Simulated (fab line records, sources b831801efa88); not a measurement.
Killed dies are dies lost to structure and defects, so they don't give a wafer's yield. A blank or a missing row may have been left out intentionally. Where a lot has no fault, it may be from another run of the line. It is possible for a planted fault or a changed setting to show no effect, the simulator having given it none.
Struck lot and sound lot, side by side + flow sky130 + 43 steps out of a route of 708
Sound: wafers L458.1, L458.3, L458.5. Struck: wafers L454.1, L454.5 (left out: L454.3, a lot-mate that was not struck); the cause follows at the end.
Order at every step that has rows: each side's tool, ch and its chambers, its first start. Under that, the readings that differ: sound wafers + struck wafers + difference of the means + sigmas: that difference in standard deviations of wafers without a fault.
alike: a reading whose means differ by less than 2 such deviations, as well as words and numbers matching on both sides. not compared: withheld readings; readings where some wafer has no value; bounds like >300 that might hide an equal value; numbers whose values overlap and for which the record gives no deviation.
Wherever a step has rows on one side only, a row that says differs or no value, or a row with sigmas, the two part there. Numbers that have no deviation but don't overlap get no sigmas and don't part them. A reading missing from all wafers of one side parts the sides only when that side holds two or more wafers.

first, 5 steps without rows for these wafers: SKY_VIA4_STRIP_14 (strips in post etch residue remover, time 1200 s); SKY_VIA4_CLEAN_15 (cleans in IPA, time 180 s); SKY_VIA4_CLEAN_16 (cleans in O3/DIW); SKY_VIA4_SPUTTER_17 (material TiN, target thk 20 nm, time 80 s); SKY_VIA4_CVD_18 (deposits W, target thk 505 nm, time 152.14 s).
SKY_VIA4_RS_MEAS_19: a four-point-probe measurement.
  sound on filmMetro-02, day 46 22:37; struck on filmMetro-03, day 45 19:33
  alike: VIA4_W_RS
SKY_VIA4_THK_MEAS_20: measures by xrf.
  sound on filmMetro-02, day 46 22:44; struck on filmMetro-03, day 45 19:40
  alike: VIA4_W_THK
SKY_VIA4_CMP_21: polishes, stops on SiO2, t overpolish 25 s, target thk 0 nm.
  sound on cmp-01 ch 1,2,3, day 46 23:07; struck on cmp-01 ch 2, day 45 19:47
  alike: motorCurrentA, overpolishRunS, timeToEndpointS
then, 1 step without rows for these wafers: SKY_METAL5_SPUTTER_00 (material Ti, target thk 15 nm, time 10 s).
SKY_METAL5_SPUTTER_01: material TiN, target thk 20 nm, time 16.7 s.
  sound on pvdSputter-01, day 46 23:20; struck on pvdSputter-02, day 45 20:03
  alike: throttleValvePct
SKY_METAL5_SPUTTER_02: material AlCu, target thk 1150 nm, time 61.2 s.
  sound on pvdSputter-01, day 46 23:22; struck on pvdSputter-02, day 45 20:05
  alike: throttleValvePct
then, 1 step without rows for these wafers: SKY_METAL5_SPUTTER_03 (material Ti, target thk 5 nm, time 3.3 s).
SKY_METAL5_SPUTTER_04: material TiN, target thk 70 nm, time 58.3 s.
  sound on pvdSputter-01, day 46 23:26; struck on pvdSputter-02, day 45 20:10
| reading                                   | sound             | struck      | difference | sigmas |
|-------------------------------------------|-------------------|-------------|------------|--------|
| model.TiN_of_METAL5_SPUTTER_04.thkNm (nm) | 69.99 69.38 70.26 | 131.3 131.2 | +61.4      |        |
  alike: throttleValvePct
SKY_METAL5_RS_MEAS_05: a four-point-probe measurement.
  sound on filmMetro-01, day 46 23:29; struck on filmMetro-03, day 45 20:13
| reading                 | sound                | struck        | difference | sigmas |
|-------------------------|----------------------|---------------|------------|--------|
| METAL5_ALCU_RS (ohm/sq) | 0.0268 0.0266 0.0270 | 0.0275 0.0275 | +0.0007    | +2     |
SKY_METAL5_THK_MEAS_06: measures by xrf.
  sound on filmMetro-01, day 46 23:36; struck on filmMetro-03, day 45 20:34
| reading              | sound          | struck  | difference | sigmas |
|----------------------|----------------|---------|------------|--------|
| METAL5_ALCU_THK (nm) | 1175 1188 1166 | 984 989 | -190       | -11    |
  not compared: hold
then, 6 steps without rows for these wafers: SKY_METAL5_HMDS_08 (prime time 60 s); SKY_METAL5_COAT_09 (resist thk 1800 nm); SKY_METAL5_SOFTBAKE_10 (time 60 s); SKY_METAL5_EXPOSE_11 (exposes mask MM5, target cd 1600 nm); SKY_METAL5_PEB_12; SKY_METAL5_DEVELOP_13 (develop time 60 s).
SKY_METAL5_DESCUM_14: chemistry O2, time 11 s.
  sound on rieMetal-02 ch 0,1, day 47 19:29; struck on rieMetal-03 ch 0, day 46 16:15
  alike: drypumpMotorCurrentA, oesProductAu
  not compared: rfHoursCounterH
then, 1 step without rows for these wafers: SKY_METAL5_METAL_ETCH_15 (etches the open film in Cl2/BCl3, stops on SiO2, target depth 1260 nm, time 252 s).
SKY_METAL5_STRIP_16: strips in O2/N2.
  sound on plasmaAsher-02 ch 0,1, day 47 19:46; struck on plasmaAsher-01 ch 0, day 46 16:31
  alike: drypumpMotorCurrentA, oesProductAu, stripTimeToEndpointS
  not compared: rfHoursCounterH
SKY_METAL5_STRIP_17: strips in post etch residue remover, time 1200 s.
  sound on wetBench-01 ch 3, day 47 19:52; struck on wetBench-02 ch 0, day 46 16:37
| reading                                   | sound             | struck      | difference | sigmas |
|-------------------------------------------|-------------------|-------------|------------|--------|
| model.TiN_of_METAL5_SPUTTER_04.thkNm (nm) | 69.57 68.96 69.84 | 130.8 130.8 | +61.3      |        |
then, 3 steps without rows for these wafers: SKY_METAL5_CLEAN_18 (cleans in IPA, time 180 s); SKY_METAL5_CLEAN_19 (cleans in O3/DIW); SKY_PASSIVATION_CVD_00 (deposits SiO2, target thk 90 nm).
SKY_PASSIVATION_THK_MEAS_01:
  sound on filmMetro-04, day 47 20:52; struck on filmMetro-04, day 46 17:08
  alike: PASSIVATION_CVD_00_THK
then, 1 step without rows for these wafers: SKY_PASSIVATION_CVD_02 (deposits Si3N4, target thk 540 nm).
SKY_PASSIVATION_THK_MEAS_03:
  sound on filmMetro-02, day 47 21:09; struck on filmMetro-02, day 46 17:26
| reading                     | sound       | struck  | difference | sigmas |
|-----------------------------|-------------|---------|------------|--------|
| PASSIVATION_CVD_02_THK (nm) | 547 549 561 | 533 536 | -18        | -3     |
then, 7 steps without rows for these wafers: SKY_PASSIVATION_DEHYDRATE_04 (time 60 s); SKY_PASSIVATION_HMDS_05 (prime time 60 s); SKY_PASSIVATION_COAT_06 (resist thk 3000 nm); SKY_PASSIVATION_SOFTBAKE_07; SKY_PASSIVATION_EXPOSE_08 (exposes mask NSM, target cd 3000 nm); SKY_PASSIVATION_PEB_09; SKY_PASSIVATION_DEVELOP_10 (develop time 60 s).
SKY_PASSIVATION_ETCH_11: etches the open film in CF4/O2, stops on AlCu, target depth 725 nm, time 161.1 s.
  sound on rieDiel-03 ch 2,3, day 48 15:33; struck on rieDiel-03 ch 0,3, day 47 12:30
| reading                               | sound             | struck      | difference | sigmas |
|---------------------------------------|-------------------|-------------|------------|--------|
| oesProductAu (a.u.)                   | 0.981 0.985 0.983 | 0.991 1.009 | +0.017     | +3     |
| model.PASSIVATION.featureDepthNm (nm) | 710.7 704 703.7   | 711.7 728.1 | +13.8      |        |
  alike: biasW, drypumpMotorCurrentA, throttleValvePct
  not compared: rfHoursCounterH
then, 2 steps without rows for these wafers: SKY_PASSIVATION_STRIP_12 (strips in O2/N2); SKY_PAD_OPEN_DEHYDRATE_00 (time 60 s).
SKY_PAD_OPEN_ETCH_07: etches the open film in CF4/O2, stops on AlCu, target depth 725 nm, time 161.1 s.
  sound on rieDiel-04 ch 1,2,3, day 49 09:15; struck on rieDiel-04 ch 0,2, day 48 08:09
| reading                            | sound             | struck      | difference | sigmas |
|------------------------------------|-------------------|-------------|------------|--------|
| model.PAD_OPEN.featureDepthNm (nm) | 710.9 713.7 716.9 | 726.4 719.9 | +9.3       |        |
  alike: biasW, drypumpMotorCurrentA, oesProductAu, throttleValvePct
  not compared: rfHoursCounterH
SKY_PAD_OPEN_PROBE_99:
  sound on prober-02, day 49 11:37; struck on prober-02, day 48 10:37
| reading       | sound | struck | difference | sigmas |
|---------------|-------|--------|------------|--------|
| killedAtOther | 0 0 0 | 13 1   | +7         | +12    |
  alike: defectLimitedYield, killed_at_M0_to_M3, killed_at_M4_up, killedAtContacts, killedAtFrontEnd, killedDies, killedOpen, killedShort, sort_bin_3_pad_short, sort_bin_5_function, sort_bin_6_memory, sortNPass, sortYieldPct

WHERE THEY PART
At SKY_METAL5_RS_MEAS_05 first; at SKY_PAD_OPEN_PROBE_99 last (within this record only).

WHY: whatever the simulator had introduced
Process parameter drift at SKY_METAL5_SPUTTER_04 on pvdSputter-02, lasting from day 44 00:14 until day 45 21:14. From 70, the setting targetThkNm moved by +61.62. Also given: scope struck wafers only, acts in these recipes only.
